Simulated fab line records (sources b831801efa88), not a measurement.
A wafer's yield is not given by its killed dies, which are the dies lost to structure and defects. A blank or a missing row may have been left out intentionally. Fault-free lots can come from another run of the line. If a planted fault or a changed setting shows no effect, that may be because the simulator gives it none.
Which tool is to blame? + flow sky130 + Sampling: 13 lots, 37 wafers, 5 of 708 route steps

## WHAT THE GAUGES READ, wafer by wafer
SKY_VT_ADJUST_LVTN_TW_MEAS_21.
| lot  | measured     | on            | VT_ADJUST_LVTN_2_TW |
|------|--------------|---------------|---------------------|
| L210 | day 7 17:01  | film metro-01 | 190.4 190.1 190.5   |
| L213 | day 8 19:09  | film metro-01 | 189.1 188.9 188.6   |
| L215 | day 9 06:11  | film metro-01 | 188.6 188.5 187.5   |
| L216 | day 9 11:36  | film metro-03 | 188.5 188.0 188.7   |
| L217 | day 9 18:25  | film metro-03 | 188.0 187.6 188.4   |
| L218 | day 10 00:05 | film metro-04 | 188.6 188.4 188.8   |
| L221 | day 10 23:05 | film metro-01 | 189.4 190.3 189.7   |
| L223 | day 11 09:37 | film metro-03 | 188.2 188.4 188.6   |
| L224 | day 11 14:45 | film metro-03 | 190.0 189.4 188.5   |
| L225 | day 11 20:59 | film metro-01 | 189.9 189.3 188.3   |
| L226 | day 12 04:37 | film metro-01 | 188.1 189.0         |
| L227 | day 12 08:37 | film metro-01 | 188.4 188.9         |
| L232 | day 13 14:29 | film metro-01 | 187.4 188.9 187.8   |

SKY_VT_ADJUST_HVTR_CD_MEAS_07: target cd 380 nm.
| lot  | measured     | on        | cd nm (nm)        |
|------|--------------|-----------|-------------------|
| L210 | day 9 10:58  | cd sem-02 | 377.6 376.1 379.3 |
| L213 | day 10 15:02 | cd sem-01 | 379.9 378.0 379.6 |
| L215 | day 11 02:06 | cd sem-01 | 378.1 376.8 378.9 |
| L216 | day 11 08:04 | cd sem-02 | 377.0 379.8 381.3 |
| L217 | day 11 14:58 | cd sem-02 | 381.2 381.6 378.1 |
| L218 | day 11 21:01 | cd sem-02 | 378.5 378.0 379.4 |
| L221 | day 12 20:54 | cd sem-02 | 377.5 377.5 378.0 |
| L223 | day 13 07:16 | cd sem-02 | 378.8 381.3 381.0 |
| L224 | day 13 11:50 | cd sem-02 | 380.8 380.7 381.3 |
| L225 | day 13 19:28 | cd sem-02 | 379.8 389.5 378.7 |
| L226 | day 14 04:55 | cd sem-01 | 380.1 392.4       |
| L227 | day 14 09:34 | cd sem-01 | 378.1 393.0       |
| L232 | day 15 20:44 | cd sem-02 | 383.7 377.6 383.6 |

## EACH LOT AND THE TOOL THAT RAN IT (in order: tool; ch and the chambers of the sampled wafers; start)
| lot  | SKY_NWELL_STRIP_25                   | SKY_VT_ADJUST_LVTN_STRIP_20          | SKY_VT_ADJUST_HVTR_DEVELOP_06     |
|------|--------------------------------------|--------------------------------------|-----------------------------------|
| L210 | plasma asher-03 ch 0,1, day 5 07:55  | plasma asher-04 ch 0,1, day 7 16:55  | litho track-04 ch 0, day 9 10:49  |
| L213 | plasma asher-02 ch 0,1, day 6 06:28  | plasma asher-04 ch 1, day 8 19:03    | litho track-01 ch 0, day 10 14:53 |
| L215 | plasma asher-02 ch 0,1, day 6 16:48  | plasma asher-04 ch 0,1, day 9 06:05  | litho track-03 ch 0, day 11 01:58 |
| L216 | plasma asher-04 ch 0,1, day 6 21:43  | plasma asher-04 ch 0,1, day 9 11:30  | litho track-04 ch 0, day 11 07:55 |
| L217 | plasma asher-02 ch 0, day 7 03:13    | plasma asher-02 ch 0,1, day 9 18:19  | litho track-04 ch 0, day 11 14:49 |
| L218 | plasma asher-02 ch 0,1, day 7 08:53  | plasma asher-04 ch 0,1, day 9 23:58  | litho track-03 ch 0, day 11 20:52 |
| L221 | plasma asher-02 ch 0,1, day 8 06:25  | plasma asher-01 ch 1, day 10 22:58   | litho track-01 ch 0, day 12 20:45 |
| L223 | plasma asher-04 ch 0,1, day 8 15:55  | plasma asher-02 ch 1, day 11 09:31   | litho track-03 ch 0, day 13 07:07 |
| L224 | plasma asher-02 ch 0,1, day 8 19:28  | plasma asher-01 ch 0,1, day 11 14:39 | litho track-03 ch 0, day 13 11:41 |
| L225 | plasma asher-02 ch 0,1, day 9 01:16  | plasma asher-04 ch 0,1, day 11 20:52 | litho track-03 ch 0, day 13 19:19 |
| L226 | plasma asher-02 ch 1, day 9 09:13    | plasma asher-01 ch 0,1, day 12 04:31 | litho track-03 ch 0, day 14 04:46 |
| L227 | plasma asher-02 ch 0, day 9 11:39    | plasma asher-01 ch 0,1, day 12 08:30 | litho track-03 ch 0, day 14 09:25 |
| L232 | plasma asher-02 ch 0,1, day 10 17:01 | plasma asher-01 ch 1, day 13 14:22   | litho track-04 ch 0, day 15 20:36 |
- SKY_NWELL_STRIP_25: strips in O2/N2.
- SKY_VT_ADJUST_LVTN_STRIP_20: strips in O2/N2.
- SKY_VT_ADJUST_HVTR_DEVELOP_06: develop time 60 s.

## WHAT THE TOOLS THEMSELVES READ (means of the sampled wafers that have a number; where no wafer has one, the mark that the record gives instead)
SKY_NWELL_STRIP_25.
| lot  | tool            | drypump motor current A (A) | oes product au (a.u.) | strip time to endpoint s (s) |
|------|-----------------|-----------------------------|-----------------------|------------------------------|
| L210 | plasma asher-03 | 5.8                         | 0.724                 | 37.02                        |
| L213 | plasma asher-02 | 5.7                         | 0.725                 | 36.89                        |
| L215 | plasma asher-02 | 6.0                         | 0.724                 | 36.90                        |
| L216 | plasma asher-04 | 5.5                         | 0.718                 | 36.86                        |
| L217 | plasma asher-02 | 6.2                         | 0.720                 | 36.75                        |
| L218 | plasma asher-02 | 5.7                         | 0.726                 | 36.80                        |
| L221 | plasma asher-02 | 5.9                         | 0.728                 | 36.82                        |
| L223 | plasma asher-04 | 5.5                         | 0.724                 | 36.73                        |
| L224 | plasma asher-02 | 5.7                         | 0.720                 | 37.06                        |
| L225 | plasma asher-02 | 5.7                         | 0.717                 | 36.80                        |
| L226 | plasma asher-02 | 5.4                         | 0.724                 | 37.00                        |
| L227 | plasma asher-02 | 6.2                         | 0.727                 | 36.92                        |
| L232 | plasma asher-02 | 6.0                         | 0.724                 | 36.86                        |

SKY_VT_ADJUST_LVTN_STRIP_20.
| lot  | tool            | drypump motor current A (A) | oes product au (a.u.) | strip time to endpoint s (s) |
|------|-----------------|-----------------------------|-----------------------|------------------------------|
| L210 | plasma asher-04 | 5.5                         | 0.717                 | 14.17                        |
| L213 | plasma asher-04 | 5.8                         | 0.720                 | 14.13                        |
| L215 | plasma asher-04 | 5.5                         | 0.713                 | 14.22                        |
| L216 | plasma asher-04 | 5.5                         | 0.717                 | 14.20                        |
| L217 | plasma asher-02 | 6.0                         | 0.720                 | 14.11                        |
| L218 | plasma asher-04 | 5.5                         | 0.715                 | 14.10                        |
| L221 | plasma asher-01 | 6.0                         | 0.713                 | 14.16                        |
| L223 | plasma asher-02 | 5.4                         | 0.717                 | 14.19                        |
| L224 | plasma asher-01 | 5.7                         | 0.716                 | 14.20                        |
| L225 | plasma asher-04 | 5.6                         | 0.716                 | 14.18                        |
| L226 | plasma asher-01 | 5.8                         | 0.716                 | 14.19                        |
| L227 | plasma asher-01 | 5.8                         | 0.716                 | 14.21                        |
| L232 | plasma asher-01 | 6.1                         | 0.718                 | 14.22                        |

SKY_VT_ADJUST_HVTR_DEVELOP_06.
| lot  | tool           | developer temp C (C) |
|------|----------------|----------------------|
| L210 | litho track-04 | 22.92                |
| L213 | litho track-01 | 23.08                |
| L215 | litho track-03 | 22.91                |
| L216 | litho track-04 | 23.05                |
| L217 | litho track-04 | 23.00                |
| L218 | litho track-03 | 23.06                |
| L221 | litho track-01 | 22.95                |
| L223 | litho track-03 | 22.91                |
| L224 | litho track-03 | 22.86                |
| L225 | litho track-03 | 22.87                |
| L226 | litho track-03 | 22.97                |
| L227 | litho track-03 | 22.95                |
| L232 | litho track-04 | 22.89                |

## THE ANSWER, worked out from the rows above alone
Rule: the lots themselves supply what counts as usual. The widest of any qualifying gaps counts: lots, ordered by their means at a reading, are off when they make up no more than a third of the lots, leave a main group of 4 or more, and stand apart from it by 3 or more times the standard deviation of that group's means. The tables above print the reading to a certain number of digits; a main group whose means all agree to those digits is not used. Also off: a lot with no number at a reading for which 4 or more lots have one. All remaining lots with rows at the step are treated as sound. Order of review: gauges by route order, followed by the tools' own readings, for which a lot's mean as printed above is used. At the first step where some lot is off, the reading lying furthest off is the one used; lots without a number count as furthest.
None of the lots is off at any reading shown; this tells nothing.

## WHAT THE SIMULATOR HAD PUT IN
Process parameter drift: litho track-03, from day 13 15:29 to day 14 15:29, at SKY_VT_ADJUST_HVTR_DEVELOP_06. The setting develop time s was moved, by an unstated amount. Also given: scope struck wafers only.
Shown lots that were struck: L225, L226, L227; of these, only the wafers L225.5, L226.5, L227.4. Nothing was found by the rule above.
